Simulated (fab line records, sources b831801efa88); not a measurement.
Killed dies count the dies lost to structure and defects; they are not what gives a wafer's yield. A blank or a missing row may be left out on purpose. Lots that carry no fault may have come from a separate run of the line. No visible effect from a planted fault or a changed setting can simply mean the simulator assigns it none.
A struck lot beside a sound one -- flow gf180mcu -- 15 steps out of a route of 602
Sound: the wafers L914.3, L914.4, L914.5. Struck: wafer L927.2 (L927.3, L927.5, from the same lot, were not struck and are left out); the cause is given at the end.
Order at every step that has rows: each side's tool, ch and its chambers, its first start. Under that, the readings that differ: sound wafers -- struck wafers -- difference of the means -- sigmas: that difference in standard deviations of wafers without a fault.
alike: words and numbers the same on both sides, and readings whose means are apart by under 2 such deviations; not compared: readings that were withheld, readings missing a value for some wafer, numbers with overlapping values and no deviation given by the record, and bounds like >300 which may hide the same value.
Wherever a step has rows on one side only, a row that says differs or no value, or a row with sigmas, the two part there. Numbers that don't overlap but have no deviation are shown without sigmas and don't part them. Lack of a reading on every wafer of one side parts them only where that side has two or more wafers.

first, 4 steps without rows for these wafers: GF_V3_STRIP_18 (strips in O2/N2); GF_V3_STRIP_19 (strips in post etch residue remover, time 1200 s); GF_V3_CLEAN_20 (cleans in DIW); GF_V3_SPUTTER_21 (material Ti, target thk 15 nm, time 80.02 s).
GF_V3_SPUTTER_22: material TiN, target thk 10 nm, time 40 s.
  sound on pvd sputter-02, day 24 20:48; struck on pvd sputter-01, day 29 05:02
  alike: cathode dc power W, throttle valve pct
GF_V3_CVD_23: deposits W, target thk 350 nm, time 104.9 s.
  sound on cvd w-02 ch 0,1, day 24 20:52; struck on cvd w-02 ch 1, day 29 05:04
  alike: heater power w
GF_V3_RS_MEAS_24: measurement is done with a four-point probe.
  sound on film metro-02, day 24 20:59; struck on film metro-02, day 29 05:12
  alike: V3_W_RS
GF_V3_THK_MEAS_25: measures by xrf.
  sound on film metro-02, day 24 21:05; struck on film metro-02, day 29 05:19
  alike: V3_W_THK
GF_V3_CMP_26: polishes, stops on SiO2, t overpolish 15 s, target thk 0 nm.
  sound on cmp-01 ch 1,2,3, day 24 23:49; struck on cmp-02 ch 1, day 29 05:25
  alike: motor current A, overpolish run s, time to endpoint s
then, 1 step without rows for these wafers: GF_M4_SPUTTER_00 (material Ti, target thk 37.5 nm, time 150 s).
GF_M4_SPUTTER_01: material TiN, target thk 30 nm, time 25 s.
  sound on pvd sputter-04, day 25 00:10; struck on pvd sputter-01, day 29 05:46
  alike: cathode dc power W, throttle valve pct
GF_M4_SPUTTER_02: material AlCu, target thk 450 nm, time 23.9 s.
  sound on pvd sputter-04, day 25 00:12; struck on pvd sputter-01, day 29 05:47
  alike: cathode dc power W, throttle valve pct
GF_M4_SPUTTER_03: material Ti, target thk 10 nm, time 6.7 s.
  sound on pvd sputter-04, day 25 00:14; struck on pvd sputter-01, day 29 05:49
reading,sound,struck,difference,sigmas
cathode dc power W (W),2999.8 3000.8 2999.1,2582.9,-417.0,-99 or more
model.Ti_of_M4_SPUTTER_03.thk nm (nm),10.42 10.01 10.4,8.614,-1.663,
  alike: throttle valve pct
then, 2 steps without rows for these wafers: GF_M4_SPUTTER_04 (material TiN, target thk 50 nm, time 41.7 s); GF_PASSIVATION_PROBE_99.

== WHERE THEY PART ==
Only at GF_M4_SPUTTER_03, within this record.

WHY: whatever the simulator had introduced
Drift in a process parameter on pvd sputter-01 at GF_M4_SPUTTER_03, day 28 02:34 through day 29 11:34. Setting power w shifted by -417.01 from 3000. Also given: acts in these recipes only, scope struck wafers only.
